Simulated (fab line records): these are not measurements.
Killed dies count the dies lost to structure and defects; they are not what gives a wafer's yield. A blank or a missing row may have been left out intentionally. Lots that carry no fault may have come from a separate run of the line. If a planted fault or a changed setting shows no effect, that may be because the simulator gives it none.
Which tool is to blame? | flow sky130 | 21 wafers sampled from 7 lots at 1 step of a route of 708

WHAT THE GAUGES READ, wafer by wafer
SKY_CAPM_RS_MEAS_03: a four-point-probe measurement.
lot  | measured     | on            | CAPM_TIN_RS (ohm/sq)
L712 | day 36 20:16 | film-metro-03 | 6.94 6.94 6.89
L714 | day 37 11:09 | film-metro-04 | 7.01 6.99 7.01
L720 | day 39 08:20 | film-metro-03 | 6.79 6.82 6.87
L723 | day 40 05:10 | film-metro-04 | 6.91 6.91 7.06
L727 | day 41 17:40 | film-metro-04 | 6.95 7.04 7.04
L732 | day 42 17:10 | film-metro-01 | 6.94 6.85 6.90
L733 | day 44 18:40 | film-metro-03 | 6.93 6.91 6.90

WHAT TOOL EACH LOT RAN ON (gives the tool, then ch and the chambers of the sampled wafers, and finally the start)
Before these readings, the record contains no process step.

THE ANSWER, worked out from the rows above alone
Rule: the lots themselves supply what counts as usual. Put in order of their means at a reading, lots are off if they are a third of the lots or fewer, leave a main group of 4 or more, and stand apart from it by a gap of 3 or more times the standard deviation of the main group's means; of several such gaps the widest counts. A main group is skipped when, at the precision printed for the reading in the tables above, its means are all equal. Also off: a lot with no number at a reading for which 4 or more lots have one. Where the step has rows for the other lots, those lots are counted as sound.
No lot is off on any of the readings shown, so nothing can be concluded from this.

WHAT THE SIMULATOR PUT IN
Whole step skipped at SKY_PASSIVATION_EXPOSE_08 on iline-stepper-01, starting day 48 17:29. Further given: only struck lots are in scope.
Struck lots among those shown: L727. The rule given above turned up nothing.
